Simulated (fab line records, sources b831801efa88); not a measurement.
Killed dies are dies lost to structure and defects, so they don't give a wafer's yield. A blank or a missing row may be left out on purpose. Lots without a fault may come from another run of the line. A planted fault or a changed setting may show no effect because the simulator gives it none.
fab line records | flow sky130
record lots=5 wafers=15 last_day=50
route steps=708 shown GATE_OXIDE@198 POLY_GATE@204 RES_PROTECT@206 PAD_OPEN@708
lots that met no fault: from a run of the same line without faults
start_h: hours from the record's first day to the start of the lot's first wafer shown | wait_h: hours since the lot's step before | " the same as in the row above | L1.1+2: a row that stands for several wafers | - no value, or no start given | * or withheld: withheld | < > ~ a bound
route shown NAME@n: a module of which the file shows steps, and the number in the route of the first | usual: mean/standard deviation of fault-free wafers | same: alike in all rows | chamber/n: place in a boat | sites: the reading at each site | _std_site: their standard deviation | _edge_site: outer sites' mean less inner sites' | radius_mm: how far each site lies from the wafer's centre | mask NAME#n: copy n | behind: the tool/chamber that last shaped the wafer | hold: why the lot was held/for how many hours/how that ended | device: the transistor (n, p or np) that didn't switch | end of line: the same wafers' tests at the end of the route | a step without rows: its recipe alone | killed: dies lost to structure and defects at the first sort, not the wafer's yield | map: a wafer's dies, x killed, . not, _ none there
set.NAME: the setting as run; set.NAME@STEP: as run at that earlier step | model.NAME: the simulator's own value behind a step, which no gauge read
lots at some steps of the route; a table a step, a row a wafer
services: from which hour (start_h, from the record's first day; less than 0 if before it) a tool's chamber was out of use, for how many hours, and why
## steps
# step SKY_GATE_OXIDE_IMPLANT_11
# recipe species=B energy_kev=10 dose_cm2=2.6e+12 tilt_deg=withheld
# step SKY_GATE_OXIDE_WET_ETCH_12
# recipe chemistry=dHF target_depth_nm=16.8 dry=n2_spin target=SiO2 dilution=100:1 temp_c=25 time_s=336
# step SKY_GATE_OXIDE_STRIP_13
# recipe chemistry=O2/N2 power_w=1400 pressure_mtorr=1500 platen_temp_c=withheld o2_flow_sccm=3000 n2_flow_sccm=300 overash_fraction=0.5
# usual chamber_pressure_mTorr=1500.0/1.4 drypump_motor_current_A=5.74/0.25 n2_flow_sccm=299.9/0.96 oes_product_au=0.716/0.004 strip_time_to_endpoint_s=14.16/0.039
# same overash_fraction=0.5
# columns lot.wafer tool chamber start_h wait_h chamber_pressure_mTorr drypump_motor_current_A n2_flow_sccm oes_product_au rf_hours_counter_h strip_time_to_endpoint_s
L597.4 plasma_asher-04 0 323.74 0.0 1500.3 5.59 297.9 0.715 - 14.13
L597.5 " 1 " " 1502.5 5.98 299.7 0.720 - 14.16
L597.6 " 0 " " 1500.3 5.57 298.8 0.714 - 14.14
L602.1 plasma_asher-04 1 360.82 0.0 1501.3 6.00 300.7 0.720 69 14.19
L602.3 " 1 " " 1497.6 6.01 298.6 0.714 - 14.17
L602.6 " 1 " " 1501.6 6.00 301.1 0.717 - 14.17
L615.2 plasma_asher-04 0 464.06 0.0 1500.6 5.61 299.6 0.708 79 14.18
L615.4 " 0 " " 1500.2 5.57 300.3 0.717 - 14.18
L615.5 " 1 " " 1499.7 6.02 299.0 0.712 - 14.16
L617.1 plasma_asher-01 1 488.26 0.0 1499.3 5.69 299.2 0.713 6 14.20
L617.2 " 0 " " 1499.9 5.81 299.9 0.716 6 14.21
L617.4 " 1 " " 1502.3 5.71 300.8 0.709 - 14.18
L618.1 plasma_asher-01 1 496.15 0.0 1501.0 5.69 300.6 0.718 6 14.15
L618.2 " 0 " " 1499.9 5.84 300.9 0.712 6 14.10
L618.4 " 1 " " 1500.4 5.72 300.5 0.715 - 14.13
# step SKY_GATE_OXIDE_TW_MEAS_14
# usual GATE_OXIDE_TW=222.0/1.6
# columns lot.wafer tool chamber start_h wait_h GATE_OXIDE_TW
L597.4 film_metro-02 - 323.84 0.1 221.1
L597.5 " - " " 221.9
L597.6 " - " " 222.1
L602.1 film_metro-02 - 360.92 0.1 221.3
L602.3 " - " " 221.2
L602.6 " - " " 221.5
L615.2 film_metro-01 - 464.17 0.1 225.7
L615.4 " - " " 226.0
L615.5 " - " " 223.6
L617.1 film_metro-02 - 488.36 0.1 220.2
L617.2 " - " " 220.2
L617.4 " - " " 221.5
L618.1 film_metro-01 - 496.25 0.1 222.8
L618.2 " - " " 223.7
L618.4 " - " " 223.8
# step SKY_GATE_OXIDE_CLEAN_15
# recipe chemistry=SC1/SC2 mix=1:4:20 temp_c=70 time_s=150 dry=n2_spin
# step SKY_GATE_OXIDE_OXIDATION_16
# recipe temp_c=800 ambient=O2 idle_temp_c=700 ramp_up_c_per_min=10 ramp_down_c_per_min=3 stabilise_s=600 purge_s=300 target_thk_a=35.7 ox_time_s=1915
# step SKY_POLY_GATE_CVD_00
# recipe material=poly-Si target_thk_nm=180 temp_c=620 time_s=720 pressure_mtorr=200
# step SKY_POLY_GATE_THK_MEAS_01
# recipe reads=poly-Si_of_POLY_GATE_CVD_00
# usual POLY_GATE_CVD_00_THK=179.7/1.9
# columns lot.wafer tool chamber start_h wait_h POLY_GATE_CVD_00_THK[nm]
L597.4 film_metro-03 - 345.90 0.0 180.3
L597.5 " - " " 180.3
L597.6 " - " " 179.8
L602.1 film_metro-01 - 368.42 0.0 181.5
L602.3 " - " " 180.7
L602.6 " - " " 180.9
L615.2 film_metro-04 - 467.02 0.0 182.2
L615.4 " - " " 182.8
L615.5 " - " " 182.3
L617.1 film_metro-01 - 491.20 0.0 182.1
L617.2 " - " " 180.0
L617.4 " - " " 182.7
L618.1 film_metro-04 - 499.09 0.0 176.3
L618.2 " - " " 177.3
L618.4 " - " " 176.8
# step SKY_RES_PROTECT_DEHYDRATE_00
# recipe temp_c=200 time_s=60
# step SKY_RES_PROTECT_HMDS_01
# recipe prime_time_s=60 prime_temp_c=120
# step SKY_RES_PROTECT_COAT_02
# recipe resist=NOVOLAK spin_rpm=3000 resist_thk_nm=1140
# step SKY_RES_PROTECT_SOFTBAKE_03
# recipe temp_c=90 time_s=60 resist=NOVOLAK
# step SKY_RES_PROTECT_EXPOSE_04
# recipe mask_id=RPM na=0.6 source_shape=conventional sigma_outer=0.6 polarization=unpolarized target_cd_nm=1270 dose_mj=131
# columns lot.wafer tool chamber start_h wait_h mask
L597.4+5+6 iline_stepper-02 0 359.41 - RPM#0
L602.1+3+6 iline_stepper-02 0 381.77 - TUNM#0
L615.2+4+5 iline_stepper-02 0 482.71 - RPM#0
L617.1+2+4 iline_stepper-01 0 507.27 - RPM#0
L618.1+2+4 iline_stepper-02 0 514.20 - RPM#0
# step SKY_RES_PROTECT_PEB_05
# recipe temp_c=withheld time_s=* resist=NOVOLAK
# step SKY_RES_PROTECT_DEVELOP_06
# recipe resist=NOVOLAK developer=TMAH develop_time_s=60 dev_temp_c=23
# step SKY_POLY_GATE_IMPLANT_02
# recipe species=P energy_kev=30 dose_cm2=7.7e+15 tilt_deg=0
# step SKY_RES_PROTECT_STRIP_07
# recipe chemistry=O2/N2 power_w=1400 pressure_mtorr=1500 platen_temp_c=withheld o2_flow_sccm=3000 n2_flow_sccm=300 overash_fraction=0.5
# usual chamber_pressure_mTorr=1500/4.5 drypump_motor_current_A=5.7/0.35 n2_flow_sccm=300.0/0.93 oes_product_au=0.517/0.0047 strip_time_to_endpoint_s=23.27/0.038
# same overash_fraction=0.5
# columns lot.wafer tool chamber start_h wait_h chamber_pressure_mTorr drypump_motor_current_A n2_flow_sccm oes_product_au rf_hours_counter_h strip_time_to_endpoint_s
L597.4 plasma_asher-01 1 372.75 0.1 1500 5.7 299.2 0.517 - 23.21
L597.5 " 1 " " 1499 5.7 297.7 0.510 - 23.18
L597.6 " 0 " " 1499 5.8 299.3 0.516 - 23.22
L602.1 plasma_asher-01 0 395.58 0.1 1501 5.8 298.2 0.520 69 23.32
L602.3 " 1 " " 1498 5.7 299.2 0.514 - 23.31
L602.6 " 0 " " 1500 5.8 299.3 0.512 - 23.26
L615.2 plasma_asher-01 0 497.68 0.1 1499 5.8 300.1 0.524 7 23.23
L615.4 " 0 " " 1503 5.9 300.8 0.511 - 23.24
L615.5 " 1 " " 1502 5.7 300.9 0.524 - 23.25
L617.1 plasma_asher-02 0 521.77 0.1 1499 5.3 299.8 0.511 71 23.32
L617.2 " 1 " " 1500 6.1 299.9 0.513 71 23.29
L617.4 " 1 " " 1501 6.2 299.3 0.516 - 23.28
L618.1 plasma_asher-02 0 527.97 0.1 1498 5.3 301.7 0.522 72 23.28
L618.2 " 1 " " 1501 6.2 301.2 0.516 72 23.33
L618.4 " 0 " " 1502 5.3 300.4 0.518 - 23.36
# step SKY_RES_PROTECT_TW_MEAS_08
# usual POLY_GATE_TW=3991/22
# columns lot.wafer tool chamber start_h wait_h POLY_GATE_TW
L597.4 film_metro-02 - 372.85 0.1 3987
L597.5 " - " " 3968
L597.6 " - " " 3985
L602.1 film_metro-02 - 395.68 0.1 30
L602.3 " - " " 30
L602.6 " - " " 30
L615.2 film_metro-02 - 497.79 0.1 3988
L615.4 " - " " 3993
L615.5 " - " " 3974
L617.1 film_metro-03 - 521.87 0.1 4028
L617.2 " - " " 4018
L617.4 " - " " 4005
L618.1 film_metro-02 - 528.07 0.1 4008
L618.2 " - " " 3980
L618.4 " - " " 3978
# step SKY_RES_PROTECT_CLEAN_09
# recipe chemistry=SC1/SC2 mix=1:4:20 temp_c=70 time_s=150 dry=n2_spin
# step SKY_PAD_OPEN_PROBE_99
# usual killed_at_M0_to_M3=42/6.6 killed_at_M4_up=3.0/1.7 killed_at_contacts=24/5.3 killed_at_front_end=15/4.5 killed_at_other=0.2/0.49 killed_dies=83/9 killed_open=45/6.9 killed_short=38/5.8
# same gross_dies=492 killed_at_back_side=0
# columns lot.wafer tool chamber start_h wait_h killed_at_M0_to_M3 killed_at_M4_up killed_at_contacts killed_at_front_end killed_at_other killed_dies killed_open killed_short
L602.1 prober-02 - 1116.28 0.1 27 3 28 25 0 83 42 41
L602.3 prober-02 - 1116.38 0.2 33 4 31 23 0 91 45 46
L602.6 prober-02 - 1116.53 0.2 35 2 23 12 0 72 43 29
L615.2 prober-02 - 1186.05 0.1 50 5 31 14 0 100 52 45
L615.4 prober-02 - 1186.15 0.2 39 4 26 19 1 89 46 41
L615.5 prober-02 - 1186.20 0.2 42 4 20 9 1 76 42 33
L617.1 prober-01 - 1194.13 0.1 37 3 21 12 1 74 46 27
L617.2 prober-01 - 1194.18 0.1 48 1 17 9 0 75 33 42
L617.4 prober-01 - 1194.28 0.2 41 3 25 14 1 84 39 45
# killed by level:class
L602.1 LI_CONTACT:geometric_particle:open=7 CONTACT:geometric_particle:open=7 CONTACT:geometric_particle:short=7 VIA3:geometric_particle:open=7 POLY_GATE:geometric_particle:short=5 POLY_GATE:geometric_particle:open=5 VIA2:geometric_particle:open=5 FIELD_ISO:geometric_particle:short=4
L602.3 CONTACT:geometric_particle:open=10 VIA1:geometric_particle:open=9 METAL2:geometric_particle:short=8 LI_CONTACT:geometric_particle:open=7 CONTACT:geometric_particle:short=5 FIELD_ISO:geometric_particle:short=4 VIA2:geometric_particle:open=4 LOCAL_INTERCONNECT:geometric_particle:short=4
L602.6 CONTACT:geometric_particle:open=9 VIA2:geometric_particle:open=8 VIA1:geometric_particle:open=8 LOCAL_INTERCONNECT:geometric_particle:short=6 FIELD_ISO:geometric_particle:open=5 VIA3:geometric_particle:open=5 LI_CONTACT:geometric_particle:open=4 METAL1:geometric_particle:short=4
L615.2 CONTACT:geometric_particle:open=12 VIA3:geometric_particle:open=10 METAL2:geometric_particle:short=9 METAL1:geometric_particle:short=7 VIA1:geometric_particle:open=7 LI_CONTACT:geometric_particle:open=6 CONTACT:geometric_particle:short=6 FIELD_ISO:geometric_particle:open=5
L615.4 VIA1:geometric_particle:open=13 CONTACT:geometric_particle:open=10 FIELD_ISO:geometric_particle:short=4 LOCAL_INTERCONNECT:geometric_particle:short=4 POLY_GATE:geometric_particle:open=4 LI_CONTACT:geometric_particle:short=4 METAL1:geometric_particle:short=4 METAL2:geometric_particle:short=4
L615.5 VIA1:geometric_particle:open=10 CONTACT:geometric_particle:open=8 VIA3:geometric_particle:open=7 LI_CONTACT:geometric_particle:open=6 METAL1:geometric_particle:short=5 METAL2:geometric_particle:short=4 VIA1:geometric_particle:short=4 VIA2:geometric_particle:short=4
L617.1 VIA1:geometric_particle:open=10 CONTACT:geometric_particle:open=8 LI_CONTACT:geometric_particle:open=7 VIA3:geometric_particle:open=5 POLY_GATE:geometric_particle:open=4 VIA2:geometric_particle:open=4 VIA3:geometric_particle:short=4 METAL1:geometric_particle:short=3
L617.2 VIA1:geometric_particle:open=11 CONTACT:geometric_particle:open=7 METAL1:geometric_particle:short=7 VIA3:geometric_particle:short=6 VIA1:geometric_particle:short=6 VIA2:geometric_particle:open=5 METAL2:geometric_particle:short=5 FIELD_ISO:geometric_particle:open=4
L617.4 VIA1:geometric_particle:open=10 VIA3:geometric_particle:open=8 LI_CONTACT:geometric_particle:open=5 LOCAL_INTERCONNECT:geometric_particle:short=5 CONTACT:geometric_particle:open=5 CONTACT:geometric_particle:short=5 METAL1:geometric_particle:short=5 METAL2:geometric_particle:short=5
## services
# columns tool chamber start_h hours kind
iline_stepper-02 - 312.53 1.7 pm
plasma_asher-04 - 371.99 1.5 repair
iline_stepper-01 0 391.78 - calibration
iline_stepper-02 - 394.96 2.7 repair
plasma_asher-01 - 421.25 9.0 pm
plasma_asher-01 0 421.25 9.0 vent_cycle
plasma_asher-01 1 421.25 9.0 vent_cycle
plasma_asher-04 - 421.81 2.0 repair
plasma_asher-01 0 430.25 - clean
plasma_asher-01 1 430.25 - clean
iline_stepper-02 - 433.19 9.0 repair
plasma_asher-02 - 448.25 2.8 pm
iline_stepper-02 - 485.50 2.5 repair
iline_stepper-01 - 488.00 1.7 pm
plasma_asher-04 - 494.87 1.0 repair
iline_stepper-02 0 505.89 - calibration
iline_stepper-01 - 523.42 1.5 repair
## key
first_sign step=SKY_RES_PROTECT_EXPOSE_04 reading=mask direction=changed
effect step=SKY_RES_PROTECT_TW_MEAS_08 reading=POLY_GATE_TW direction=down sigmas=99+ usual=3991 struck=30
met_at SKY_RES_PROTECT_EXPOSE_04
struck_wafers L602.1,L602.3,L602.6
tester_left_out L602
onset_between 359.41 381.77
fault kind=wrong_mask tool=any chamber=- onset_h=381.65 steps=SKY_RES_PROTECT_EXPOSE_04 aux_copy=TUNM#0 scope=struck_lots_only
# tester_left_out: of these lots the tester's yield and bins aren't shown, on N5 and GAA mostly nor the transistor test; their killed dies are dies lost to structure and defects alone, not to doping, threshold or leakage, so they don't give the yield
